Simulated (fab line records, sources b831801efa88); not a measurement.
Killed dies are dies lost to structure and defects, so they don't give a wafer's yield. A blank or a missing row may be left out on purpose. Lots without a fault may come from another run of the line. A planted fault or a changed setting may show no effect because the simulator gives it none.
fab line records | flow sky130
record lots=6 wafers=18 last_day=49
route steps=708 shown CAPM@554 METAL3@555 PAD_OPEN@708
lots that met no fault: from a run of the same line without faults
start_h: hours from the record's first day to the start of the lot's first wafer shown | wait_h: hours since the lot's step before | " the same as in the row above | L1.1+2: a row that stands for several wafers | - no value, or no start given | * or withheld: withheld | < > ~ a bound
route shown NAME@n: a module of which the file shows steps, and the number in the route of the first | usual: mean/standard deviation of fault-free wafers | same: alike in all rows | chamber/n: place in a boat | sites: the reading at each site | _std_site: their standard deviation | _edge_site: outer sites' mean less inner sites' | radius_mm: how far each site lies from the wafer's centre | mask NAME#n: copy n | behind: the tool/chamber that last shaped the wafer | hold: why the lot was held/for how many hours/how that ended | device: the transistor (n, p or np) that didn't switch | end of line: the same wafers' tests at the end of the route | a step without rows: its recipe alone | killed: dies lost to structure and defects at the first sort, not the wafer's yield | map: a wafer's dies, x killed, . not, _ none there
set.NAME: the setting as run; set.NAME@STEP: as run at that earlier step | model.NAME: the simulator's own value behind a step, which no gauge read
lots at some steps of the route; a table a step, a row a wafer
services: from which hour (start_h, from the record's first day; less than 0 if before it) a tool's chamber was out of use, for how many hours, and why
## steps
# step SKY_CAPM_CLEAN_17
# recipe chemistry=O3/DIW dry=n2_spin
# step SKY_METAL3_DEHYDRATE_05
# recipe temp_c=200 time_s=60
# step SKY_METAL3_HMDS_06
# recipe prime_time_s=60 prime_temp_c=120
# step SKY_METAL3_COAT_07
# recipe resist=BARC temp_c=withheld time_s=withheld spin_rpm=3000 resist_thk_nm=60
# step SKY_METAL3_COAT_08
# recipe resist=KrF-thick spin_rpm=3000 resist_thk_nm=1140
# step SKY_METAL3_SOFTBAKE_09
# recipe temp_c=100 time_s=90 resist=KrF-thick
# step SKY_METAL3_EXPOSE_10
# recipe mask_id=MM3 na=0.68 source_shape=annular sigma_inner=0.4 sigma_outer=0.8 target_cd_nm=300 dose_mj=28
# step SKY_METAL3_PEB_11
# recipe peb_temp_c=withheld peb_time_s=withheld resist=KrF-thick
# step SKY_METAL3_DEVELOP_12
# recipe develop_time_s=60 resist=KrF-thick dev_temp_c=21
# step SKY_METAL3_CD_MEAS_13
# recipe target_cd_nm=300
# usual cd_nm=299.6/1.1
# columns lot.wafer tool chamber start_h wait_h cd_nm
L190.2 cd_sem-01 - 896.57 - 298.3
L190.5 " - " " 296.7
L190.6 " - " " 298.0
L199.3 cd_sem-02 - 966.13 - 297.6
L199.4 " - " " 298.1
L199.5 " - " " 299.2
L200.2 cd_sem-01 - 967.40 - 300.5
L200.5 " - " " 299.9
L200.6 " - " " 299.8
L201.1 cd_sem-02 - 976.55 - 300.5
L201.2 " - " " 300.5
L201.3 " - " " 301.4
L202.2 cd_sem-01 - 984.68 - 300.6
L202.4 " - " " 300.3
L202.5 " - " " 300.3
L209.4 cd_sem-02 - 1039.35 - 298.6
L209.5 " - " " 299.2
L209.6 " - " " 300.0
# step SKY_METAL3_OVL_MEAS_14
# usual METAL3_OVL=-1/6
# columns lot.wafer tool chamber start_h wait_h METAL3_OVL[nm]
L190.2 overlay-02 - 896.68 0.1 -3
L190.5 " - " " 4
L190.6 " - " " 3
L199.3 overlay-01 - 966.22 0.1 0
L199.4 " - " " -4
L199.5 " - " " -1
L200.2 overlay-02 - 967.51 0.1 2
L200.5 " - " " 4
L200.6 " - " " -2
L201.1 overlay-02 - 976.67 0.1 0
L201.2 " - " " 3
L201.3 " - " " -2
L202.2 overlay-01 - 984.78 0.1 -15
L202.4 " - " " -8
L202.5 " - " " 2
L209.4 overlay-02 - 1039.42 0.1 -4
L209.5 " - " " -4
L209.6 " - " " -7
# step SKY_METAL3_DESCUM_15
# recipe chemistry=O2 source_power_w=150 bias_power_w=0 pressure_mtorr=10 temp_c=40 time_s=8
# usual drypump_motor_current_A=5.55/0.28 oes_product_au=1.000/0.0087
# columns lot.wafer tool chamber start_h wait_h drypump_motor_current_A oes_product_au rf_hours_counter_h
L190.2 rie_metal-02 1 896.71 0.0 5.62 0.994 6
L190.5 " 0 " " 5.09 1.001 -
L190.6 " 1 " " 5.61 1.004 -
L199.3 rie_metal-03 1 966.25 0.0 5.73 0.999 -
L199.4 " 0 " " 5.49 0.993 -
L199.5 " 0 " " 5.45 1.003 -
L200.2 rie_metal-03 0 967.54 0.0 5.43 0.989 10
L200.5 " 1 " " 5.72 0.991 -
L200.6 " 0 " " 5.48 0.990 -
L201.1 rie_metal-02 0 976.71 0.0 5.05 1.003 16
L201.2 " 1 " " 5.65 1.001 10
L201.3 " 1 " " 5.61 0.996 -
L202.2 rie_metal-03 1 984.81 0.0 5.72 1.005 12
L202.4 " 0 " " 5.49 1.006 -
L202.5 " 1 " " 5.71 0.995 -
L209.4 rie_metal-04 1 1039.45 0.0 5.68 0.996 -
L209.5 " 0 " " 5.92 0.999 -
L209.6 " 1 " " 5.66 1.004 -
# step SKY_METAL3_ETCH_16
# recipe chemistry=N2/H2 target=BARC ion_energy_ev=200 bias_w=100 pressure_mtorr=30 n2_flow_sccm=100 h2_flow_sccm=200 icp_w=500 stop_on=SiO2 time_s=88.2 target_depth_a=600
# usual drypump_motor_current_A=5.55/0.29 oes_product_au=0.627/0.0049 throttle_valve_pct=13.206/0.0092
# columns lot.wafer tool chamber start_h wait_h drypump_motor_current_A oes_product_au rf_hours_counter_h throttle_valve_pct model.KrF-thick_of_METAL3_COAT_08.thk_nm model.METAL3.cd_nm
L190.2 rie_metal-02 1 896.74 0.0 5.67 0.623 6 13.196 1078 297.7
L190.5 " 0 " " 5.06 0.621 - 13.201 1080 297.4
L190.6 " 1 " " 5.66 0.627 - 13.200 1073 296.2
L199.3 rie_metal-03 1 966.31 0.0 5.71 0.618 - 13.188 1076 297.1
L199.4 " 0 " " 5.48 0.633 - 13.205 1078 298.4
L199.5 " 0 " " 5.44 0.636 - 13.197 1077 299.2
L200.2 rie_metal-03 0 967.57 0.0 5.43 0.633 10 13.207 1092 305.5
L200.5 " 1 " " 5.72 0.623 - 13.194 1078 299.2
L200.6 " 0 " " 5.47 0.629 - 13.206 1091 305.9
L201.1 rie_metal-02 0 976.74 0.0 5.05 0.622 16 13.206 1080 303.1
L201.2 " 1 " " 5.65 0.628 10 13.196 1078 298.6
L201.3 " 1 " " 5.65 0.625 - 13.215 1081 298.4
L202.2 rie_metal-03 1 984.84 0.0 5.72 0.626 12 13.210 1098 305.8
L202.4 " 0 " " 5.51 0.626 - 13.217 1101 305.8
L202.5 " 1 " " 5.72 0.618 - 13.219 1084 300.5
L209.4 rie_metal-04 1 1039.51 0.0 5.67 0.634 - 13.202 1085 298.3
L209.5 " 0 " " 5.94 0.629 - 13.232 1088 299.5
L209.6 " 1 " " 5.69 0.628 - 13.216 1088 298.4
# step SKY_METAL3_ETCH_17
# recipe target=SiO2 stop_on=TiN chemistry=C4F8/O2/Ar source_w=1500 bias_w=1200 pressure_mtorr=40 c4f8_flow_sccm=withheld O2_flow_sccm=6 Ar_flow_sccm=300 time_s=3.9 target_depth_a=150
# usual oes_product_au=0.755/0.0072
# columns lot.wafer tool chamber start_h wait_h oes_product_au rf_hours_counter_h model.METAL3.cd_nm
L190.2 rie_diel-04 1 896.84 0.1 0.761 14 297.7
L190.5 " 3 " " 0.758 - 297.5
L190.6 " 2 " " 0.758 - 296.1
L199.3 rie_diel-01 0 966.37 0.0 0.751 12 297.1
L199.4 " 1 " " 0.757 11 298.4
L199.5 " 1 " " 0.772 - 299.2
L200.2 rie_diel-01 2 967.67 0.1 0.754 18 305.4
L200.5 " 0 " " 0.747 - 299.2
L200.6 " 3 " " 0.759 - 305.9
L201.1 rie_diel-03 2 976.84 0.1 0.752 23 303.1
L201.2 " 3 " " 0.751 25 298.5
L201.3 " 0 " " 0.746 4 298.3
L202.2 rie_diel-03 0 984.94 0.1 0.763 4 305.7
L202.4 " 1 " " 0.759 18 305.9
L202.5 " 3 " " 0.759 - 300.5
L209.4 rie_diel-03 0 1039.58 0.0 0.758 - 298.2
L209.5 " 2 " " 0.758 - 299.6
L209.6 " 3 " " 0.750 - 298.4
# step SKY_METAL3_METAL_ETCH_18
# recipe target_depth_a=8450 stop_on=SiO2 over_etch_frac=0.3 time_s=183.1 chemistry=Cl2/BCl3 resist_sidewall_deg=88 pressure_mtorr=10 icp_w=900 bias_w=48.5 Cl2_flow_sccm=60 bcl3_flow_sccm=30
# usual bcl3_flow_sccm=30.00/0.094 drypump_motor_current_A=5.62/0.26 oes_product_au=0.877/0.0061 throttle_valve_pct=22.264/0.0095
# columns lot.wafer tool chamber start_h wait_h bcl3_flow_sccm drypump_motor_current_A oes_product_au rf_hours_counter_h throttle_valve_pct model.KrF-thick_of_METAL3_COAT_08.thk_nm
L190.2 rie_metal-03 1 896.86 0.0 29.86 5.70 0.882 8 22.268 536.1
L190.5 " 0 " " 29.77 5.49 0.883 - 22.254 539.4
L190.6 " 1 " " 29.95 5.70 0.878 - 22.250 535.9
L199.3 rie_metal-04 1 966.45 0.1 30.03 5.69 0.889 - 22.259 518.4
L199.4 " 0 " " 29.99 5.95 0.868 - 22.256 524.6
L199.5 " 0 " " 29.98 5.92 0.886 - 22.265 524.8
L200.2 rie_metal-04 0 967.69 0.0 29.99 5.94 0.883 10 22.263 540.1
L200.5 " 1 " " 30.11 5.69 0.890 - 22.272 517.5
L200.6 " 0 " " 29.86 5.92 0.877 - 22.273 542.5
L201.1 rie_metal-04 1 976.86 0.0 29.94 5.73 0.879 4 22.262 519.7
L201.2 " 0 " " 30.02 5.93 0.876 11 22.265 523.5
L201.3 " 0 " " 30.14 5.95 0.880 - 22.254 533.1
L202.2 rie_metal-04 0 984.96 0.0 29.97 5.95 0.877 12 22.247 542.9
L202.4 " 1 " " 29.96 5.68 0.877 - 22.290 544.2
L202.5 " 1 " " 29.97 5.70 0.880 - 22.261 527
L209.4 rie_metal-02 1 1039.65 0.1 29.94 5.64 0.887 - 22.260 533
L209.5 " 1 " " 30.03 5.61 0.886 - 22.273 544.3
L209.6 " 0 " " 29.92 5.07 0.885 - 22.266 539.5
# step SKY_METAL3_STRIP_19
# recipe chemistry=O2/N2 power_w=1400 pressure_mtorr=1500 platen_temp_c=withheld o2_flow_sccm=3000 n2_flow_sccm=300 overash_fraction=0.5
# usual drypump_motor_current_A=5.6/0.44 oes_product_au=0.503/0.0054 strip_time_to_endpoint_s=6.54/0.066
# columns lot.wafer tool chamber start_h wait_h drypump_motor_current_A oes_product_au rf_hours_counter_h strip_time_to_endpoint_s
L190.2 plasma_asher-02 0 897.04 0.1 5.5 0.517 76 6.63
L190.5 " 1 " " 4.9 0.510 - 6.66
L190.6 " 0 " " 5.5 0.508 - 6.62
L199.3 plasma_asher-04 0 966.60 0.1 5.9 0.498 - 6.45
L199.4 " 1 " " 5.6 0.499 - 6.52
L199.5 " 1 " " 5.6 0.496 - 6.51
L200.2 plasma_asher-04 1 967.87 0.1 5.6 0.509 21 6.65
L200.5 " 1 " " 5.6 0.495 - 6.44
L200.6 " 0 " " 6.0 0.514 - 6.69
L201.1 plasma_asher-02 0 977.04 0.1 5.5 0.498 84 6.46
L201.2 " 1 " " 4.9 0.502 84 6.50
L201.3 " 1 " " 4.9 0.506 - 6.60
L202.2 plasma_asher-02 1 985.14 0.1 4.9 0.501 85 6.70
L202.4 " 1 " " 4.9 0.505 - 6.71
L202.5 " 1 " " 4.9 0.493 - 6.55
L209.4 plasma_asher-04 1 1039.80 0.1 5.6 0.510 - 6.61
L209.5 " 0 " " 5.9 0.511 - 6.71
L209.6 " 1 " " 5.5 0.509 - 6.67
# step SKY_PAD_OPEN_PROBE_99
# usual defect_limited_yield=82.3/2 killed_at_M0_to_M3=44/7.8 killed_at_M4_up=2.9/1.7 killed_at_contacts=24/5.4 killed_at_front_end=15/4.5 killed_at_other=0.3/0.55 killed_dies=87/10 killed_open=48/7.4 killed_short=39/5.9 sort_bin_3_pad_short=0.9/0.42 sort_bin_5_function=10.4/1.5 sort_bin_6_memory=6.4/1.2 sort_n_pass=405/10 sort_yield_pct=82.3/2
# same gross_dies=492 killed_at_back_side=0 sort_bin_4_leakage[%]=0 sort_bin_8_speed[%]=0
# columns lot.wafer tool chamber start_h wait_h defect_limited_yield[%] killed_at_M0_to_M3 killed_at_M4_up killed_at_contacts killed_at_front_end killed_at_other killed_dies killed_open killed_short sort_bin_3_pad_short[%] sort_bin_5_function[%] sort_bin_6_memory[%] sort_n_pass sort_yield_pct[%]
L190.2 prober-02 - 1072.67 0.1 83.1 44 2 24 13 0 83 48 35 0.4 10.2 6.3 409 83.1
L190.5 prober-02 - 1072.82 0.2 83.3 44 4 21 12 1 82 42 40 1.0 9.3 6.3 410 83.3
L190.6 prober-02 - 1072.87 0.2 80.7 45 3 25 21 1 95 51 44 0.6 11.6 7.1 397 80.7
L199.3 prober-01 - 1127.30 0.2 83.5 38 2 25 16 0 81 37 44 0.8 10.2 5.5 411 83.5
L199.4 prober-01 - 1127.35 0.2 84.1 40 3 17 18 0 78 39 39 0 12.0 3.9 414 84.1
L199.5 prober-01 - 1127.40 0.2 80.7 56 2 24 13 0 95 48 47 1.4 10.8 7.1 397 80.7
L200.2 prober-01 - 1129.48 0.1 79.5 56 5 29 11 0 101 52 49 1.2 11.2 8.1 391 79.5
L200.5 prober-01 - 1129.63 0.2 82.1 42 2 33 11 0 88 54 34 0.2 11.0 6.7 404 82.1
L200.6 prober-01 - 1129.68 0.2 81.7 36 1 38 13 2 90 62 28 0.2 13.0 5.1 402 81.7
L201.1 prober-01 - 1138.55 0.1 82.7 49 2 20 14 0 85 44 41 1.4 10.2 5.7 407 82.7
L201.2 prober-01 - 1138.60 0.1 83.3 35 4 24 19 0 82 43 39 1.2 8.1 7.3 410 83.3
L201.3 prober-01 - 1138.65 0.2 85.4 32 1 22 17 0 72 36 36 0.6 8.3 5.7 420 85.4
L202.2 prober-01 - 1141.84 0.1 82.7 47 2 18 18 0 85 50 35 1.0 9.6 6.7 407 82.7
L202.4 prober-01 - 1141.94 0.2 82.1 43 3 25 17 0 88 50 38 1.0 11.4 5.5 404 82.1
L202.5 prober-01 - 1141.99 0.2 78.9 49 0 22 33 0 104 58 46 1.8 10.4 8.9 388 78.9
# killed by level:class
L190.2 VIA1:geometric_particle:open=12 LI_CONTACT:geometric_particle:open=11 CONTACT:geometric_particle:open=7 VIA2:geometric_particle:open=6 VIA1:geometric_particle:short=5 METAL1:geometric_particle:short=5 FIELD_ISO:geometric_particle:short=4 VIA2:geometric_particle:short=4
L190.5 CONTACT:geometric_particle:open=8 METAL1:geometric_particle:short=8 VIA1:geometric_particle:short=8 VIA1:geometric_particle:open=8 VIA2:geometric_particle:open=8 FIELD_ISO:geometric_particle:open=4 LI_CONTACT:geometric_particle:open=4 CONTACT:geometric_particle:short=4
L190.6 FIELD_ISO:geometric_particle:open=10 VIA1:geometric_particle:open=9 VIA2:geometric_particle:open=9 CONTACT:geometric_particle:short=8 LI_CONTACT:geometric_particle:open=6 CONTACT:geometric_particle:open=5 VIA2:geometric_particle:short=5 VIA1:geometric_particle:short=5
L199.3 VIA1:geometric_particle:open=11 CONTACT:geometric_particle:short=9 METAL2:geometric_particle:short=6 CONTACT:geometric_particle:open=6 VIA1:geometric_particle:short=6 FIELD_ISO:geometric_particle:open=4 LI_CONTACT:geometric_particle:open=4 METAL1:geometric_particle:short=4
L199.4 VIA1:geometric_particle:open=8 POLY_GATE:geometric_particle:open=6 METAL1:geometric_particle:short=6 FIELD_ISO:geometric_particle:short=5 FIELD_ISO:geometric_particle:open=5 VIA2:geometric_particle:open=5 LI_CONTACT:geometric_particle:short=4 METAL2:geometric_particle:short=4
L199.5 CONTACT:geometric_particle:open=11 VIA1:geometric_particle:open=11 VIA2:geometric_particle:open=10 METAL1:geometric_particle:short=8 VIA1:geometric_particle:short=7 POLY_GATE:geometric_particle:short=5 VIA3:geometric_particle:open=5 METAL2:geometric_particle:short=5
L200.2 VIA2:geometric_particle:open=16 VIA1:geometric_particle:open=8 METAL2:geometric_particle:short=8 LI_CONTACT:geometric_particle:open=7 LI_CONTACT:geometric_particle:short=7 CONTACT:geometric_particle:open=7 VIA3:geometric_particle:short=6 VIA1:geometric_particle:short=5
L200.5 LI_CONTACT:geometric_particle:open=11 VIA1:geometric_particle:open=11 CONTACT:geometric_particle:open=10 FIELD_ISO:geometric_particle:open=7 VIA2:geometric_particle:open=6 CONTACT:geometric_particle:short=5 LOCAL_INTERCONNECT:geometric_particle:short=5 METAL1:geometric_particle:short=4
L200.6 LI_CONTACT:geometric_particle:open=19 CONTACT:geometric_particle:open=12 VIA1:geometric_particle:open=11 VIA3:geometric_particle:open=8 FIELD_ISO:geometric_particle:short=5 METAL1:geometric_particle:short=5 CONTACT:geometric_particle:short=3 VIA1:geometric_particle:short=3
L201.1 VIA1:geometric_particle:open=11 VIA3:geometric_particle:open=11 CONTACT:geometric_particle:open=7 VIA1:geometric_particle:short=7 CONTACT:geometric_particle:short=6 POLY_GATE:geometric_particle:short=5 VIA3:geometric_particle:short=5 LI_CONTACT:geometric_particle:open=4
L201.2 CONTACT:geometric_particle:open=12 VIA3:geometric_particle:open=9 FIELD_ISO:geometric_particle:short=7 FIELD_ISO:geometric_particle:open=6 VIA1:geometric_particle:open=6 METAL1:geometric_particle:short=6 CONTACT:geometric_particle:short=4 POLY_GATE:geometric_particle:short=4
L201.3 CONTACT:geometric_particle:open=10 FIELD_ISO:geometric_particle:short=7 LI_CONTACT:geometric_particle:open=7 VIA1:geometric_particle:open=7 METAL2:geometric_particle:short=6 POLY_CUT:geometric_particle:short=4 METAL1:geometric_particle:short=4 VIA2:geometric_particle:short=4
L202.2 VIA1:geometric_particle:open=12 CONTACT:geometric_particle:open=8 VIA3:geometric_particle:open=8 FIELD_ISO:geometric_particle:open=7 METAL1:geometric_particle:short=7 METAL2:geometric_particle:short=6 LOCAL_INTERCONNECT:geometric_particle:short=6 VIA2:geometric_particle:open=5
L202.4 CONTACT:geometric_particle:open=10 METAL2:geometric_particle:short=8 VIA2:geometric_particle:open=8 FIELD_ISO:geometric_particle:open=6 VIA3:geometric_particle:open=6 POLY_GATE:geometric_particle:open=5 LI_CONTACT:geometric_particle:open=5 VIA1:geometric_particle:short=5
L202.5 CONTACT:geometric_particle:open=14 VIA1:geometric_particle:open=14 FIELD_ISO:geometric_particle:open=10 FIELD_ISO:geometric_particle:short=9 METAL2:geometric_particle:short=8 VIA2:geometric_particle:open=5 METAL3:geometric_particle:short=5 POLY_GATE:geometric_particle:short=4
## services
# columns tool chamber start_h hours kind
rie_diel-03 0 903.62 5.7 repair
plasma_asher-02 - 920.26 4.9 repair
rie_diel-03 3 925.51 4.9 repair
rie_diel-03 2 925.74 4.4 repair
rie_diel-01 1 936.36 6.8 repair
rie_diel-01 0 936.99 10.5 repair
rie_diel-01 - 947.55 1.0 repair
rie_diel-03 3 948.16 7.0 repair
rie_diel-03 - 952.17 8.2 repair
rie_metal-02 - 957.62 2.8 pm
rie_diel-01 0 984.41 1.3 repair
rie_metal-04 - 989.14 4.4 repair
rie_metal-03 0 996.43 9.7 repair
rie_metal-03 - 997.88 1.4 pm
rie_diel-01 - 1002.27 4.0 pm
rie_metal-04 - 1002.80 28.1 pm
rie_metal-03 - 1014.17 28.1 pm
rie_diel-03 2 1016.50 4.0 repair
rie_diel-04 1 1018.23 3.6 repair
rie_diel-03 1 1037.33 15.0 repair
## key
first_sign none at tools or gauges
model_effect step=SKY_METAL3_ETCH_16 value=KrF-thick_of_METAL3_COAT_08.thk_nm without=1079 struck=1096
model_effect step=SKY_METAL3_ETCH_17 value=METAL3.cd_nm without=300.1 struck=305.7
model_effect step=SKY_METAL3_METAL_ETCH_18 value=KrF-thick_of_METAL3_COAT_08.thk_nm without=525.7 struck=542.4
met_at SKY_METAL3_ETCH_16
struck_wafers L200.2,L200.6,L202.2,L202.4
onset_between 966.31 967.57
fault kind=process_parameter_drift tool=rie_metal-03 chamber=- onset_h=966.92 steps=SKY_METAL3_ETCH_16 channel=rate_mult offset=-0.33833 shape=step end_h=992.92 scope=struck_wafers_only
